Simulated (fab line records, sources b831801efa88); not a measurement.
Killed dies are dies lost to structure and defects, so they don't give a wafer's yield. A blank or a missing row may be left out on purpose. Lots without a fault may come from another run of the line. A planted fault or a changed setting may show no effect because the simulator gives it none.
Which tool did it? | flow sky130 | 14 lots, 42 wafers sampled, at 4 steps of a route of 708

WHAT THE GAUGES READ, wafer by wafer
SKY_GATE_OXIDE_THK_MEAS_02.
lot  | measured     | on            | GATE_OXIDE_OXIDATION_00_THK (nm)
L807 | day 12 16:37 | film_metro-04 | 10.11 10.20 10.22
L810 | day 13 17:17 | film_metro-03 | 10.20 10.27 10.31
L812 | day 14 08:13 | film_metro-04 | 9.90 10.07 10.15
L813 | day 14 23:37 | film_metro-03 | 10.27 10.07 10.14
L814 | day 15 02:49 | film_metro-04 | 10.21 10.39 10.28
L816 | day 15 22:44 | film_metro-03 | 10.24 10.20 10.25
L818 | day 16 09:20 | film_metro-03 | 10.64 10.67 10.61
L819 | day 16 16:39 | film_metro-04 | 10.45 10.43 10.56
L825 | day 19 07:53 | film_metro-02 | 9.71 9.81 9.92
L826 | day 19 17:26 | film_metro-04 | 9.87 10.04 10.03
L827 | day 19 19:43 | film_metro-03 | 9.62 9.78 10.00
L828 | day 20 03:55 | film_metro-02 | 10.51 10.42 10.57
L830 | day 20 10:05 | film_metro-03 | 9.94 10.11 10.00
L829 | day 20 16:50 | film_metro-04 | 10.12 10.15 10.12

SKY_POLY_GATE_CD_MEAS_13: target cd 150 nm.
lot  | measured     | on        | cd_nm (nm)
L807 | day 16 03:50 | cd_sem-01 | 150.4 149.5 150.8
L810 | day 17 10:52 | cd_sem-02 | 148.3 148.1 149.0
L812 | day 18 02:23 | cd_sem-02 | 151.5 150.9 151.2
L813 | day 18 18:23 | cd_sem-01 | 150.8 149.4 149.8
L814 | day 19 00:55 | cd_sem-01 | 150.9 150.5 151.2
L816 | day 19 21:19 | cd_sem-01 | 148.8 148.5 147.6
L818 | day 20 09:02 | cd_sem-02 | 150.7 151.8 152.1
L819 | day 20 16:52 | cd_sem-01 | 150.5 151.5 150.1
L825 | day 23 11:20 | cd_sem-02 | 149.5 149.8 149.5
L826 | day 23 18:47 | cd_sem-02 | 149.7 149.7 149.2
L827 | day 23 20:01 | cd_sem-01 | 147.8 149.4 148.0
L828 | day 24 05:22 | cd_sem-01 | 151.9 151.3 150.9
L830 | day 24 10:34 | cd_sem-01 | 151.2 149.5 150.0
L829 | day 24 17:44 | cd_sem-02 | 149.4 150.3 151.5

SKY_SD_P_OVL_MEAS_08.
lot  | measured     | on         | SD_P_OVL (nm)
L807 | day 25 05:23 | overlay-02 | 0.0 0.1 -1.8
L810 | day 26 14:03 | overlay-01 | -1.8 -1.5 -0.7
L812 | day 27 06:43 | overlay-01 | -1.5 0.1 -0.8
L813 | day 27 20:00 | overlay-02 | 1.2 0.5 -0.9
L814 | day 27 23:57 | overlay-02 | -1.1 -0.7 -0.4
L816 | day 28 18:46 | overlay-01 | -0.8 -0.9 -1.5
L818 | day 29 06:51 | overlay-01 | -0.3 0.1 -1.3
L819 | day 29 13:37 | overlay-02 | -1.3 0.7 0.7
L825 | day 32 03:07 | overlay-01 | -2.3 -1.8 -0.1
L826 | day 32 07:55 | overlay-01 | -0.6 -2.2 -1.8
L827 | day 32 10:26 | overlay-02 | -2.0 -2.7 -0.8
L828 | day 32 17:42 | overlay-01 | -1.1 -3.0 -2.3
L830 | day 33 02:32 | overlay-01 | 1.6 1.8 1.0
L829 | day 33 05:17 | overlay-02 | 0.1 1.3 -3.0

WHICH TOOL RAN EACH LOT (tool, then ch and the chambers of the sampled wafers, then the start)
lot  | SKY_POLY_CUT_SOFTBAKE_04
L807 | litho_track-02 ch 0, day 23 08:00
L810 | litho_track-04 ch 0, day 24 17:00
L812 | litho_track-02 ch 0, day 25 10:00
L813 | litho_track-02 ch 0, day 25 23:00
L814 | litho_track-04 ch 0, day 26 04:00
L816 | litho_track-02 ch 0, day 26 23:00
L818 | litho_track-04 ch 0, day 27 12:00
L819 | litho_track-04 ch 0, day 27 18:00
L825 | litho_track-02 ch 0, day 30 09:00
L826 | litho_track-04 ch 0, day 30 15:00
L827 | litho_track-02 ch 0, day 30 17:00
L828 | litho_track-02 ch 0, day 31 00:00
L830 | litho_track-04 ch 0, day 31 09:00
L829 | litho_track-04 ch 0, day 31 12:00
- SKY_POLY_CUT_SOFTBAKE_04: time 90 s.

WHAT THE TOOLS THEMSELVES READ (means of the sampled wafers that have a number; where no wafer has one, the mark that the record gives instead)
SKY_POLY_CUT_SOFTBAKE_04.
lot  | tool           | chill_plate_temp_C (C) | heater_power_total_W (W) | plate_temp_C (C)
L807 | litho_track-02 | 23.07                  | 57.26                    | 100.01
L810 | litho_track-04 | 23.07                  | 57.43                    | 100.09
L812 | litho_track-02 | 23.02                  | 57.30                    | 100.24
L813 | litho_track-02 | 23.09                  | 57.51                    | 99.80
L814 | litho_track-04 | 22.94                  | 57.43                    | 99.87
L816 | litho_track-02 | 22.98                  | 57.30                    | 99.85
L818 | litho_track-04 | 23.03                  | 57.33                    | 99.91
L819 | litho_track-04 | 23.08                  | 57.23                    | 100.08
L825 | litho_track-02 | 22.87                  | 60.90                    | 104.43
L826 | litho_track-04 | 23.07                  | 57.44                    | 99.97
L827 | litho_track-02 | 22.88                  | 60.97                    | 104.34
L828 | litho_track-02 | 22.83                  | 60.87                    | 104.72
L830 | litho_track-04 | 22.98                  | 57.36                    | 99.85
L829 | litho_track-04 | 23.08                  | 57.35                    | 99.87

THE ANSWER, worked out from the rows above alone
Rule: what is usual is taken from the lots themselves. Put in order of their means at a reading, lots are off if they are a third of the lots or fewer, leave a main group of 4 or more, and stand apart from it by a gap of 3 or more times the standard deviation of the main group's means; of several such gaps the widest counts. A main group whose means are all the same, to the digits that the tables above print for the reading, isn't used. A lot without any number at a reading at which 4 lots or more have one is off too. The other lots that the step has rows for count as sound. The gauges are gone through in route order, then the tools' own readings, and for those a lot's mean is taken as printed above. The first step at which some lot is off is used, and at that step the reading that is off furthest; a lot without a number counts as furthest.
Off: L825, L827, L828, at SKY_POLY_CUT_SOFTBAKE_04 (heater_power_total_W). The main group: mean 57.36 W, standard deviation 0.082.
A tool fits if, at that step or a process step before it, it ran every lot that is off, and no sound lot after the first of them. One fits: litho_track-02 at SKY_POLY_CUT_SOFTBAKE_04. Its last sound lot is L816 (day 26 23:00), its first lot that is off L825 (day 30 09:00): a fault that began between those two fits.
The tool's own readings at SKY_POLY_CUT_SOFTBAKE_04 bear it out: on the lots that are off they differ by more than 5 times the standard deviation of the sound lots' means. heater_power_total_W reads 60.91 W there against 57.36 W on the sound lots; plate_temp_C reads 104.50 C there against 99.96 C on the sound lots.

WHAT THE SIMULATOR HAD PUT IN
Process parameter drift: litho_track-02, from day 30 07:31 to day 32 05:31, at SKY_POLY_CUT_SOFTBAKE_04. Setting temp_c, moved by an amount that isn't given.
Lots struck among those shown: L825, L827, L828. The rule above found the same.
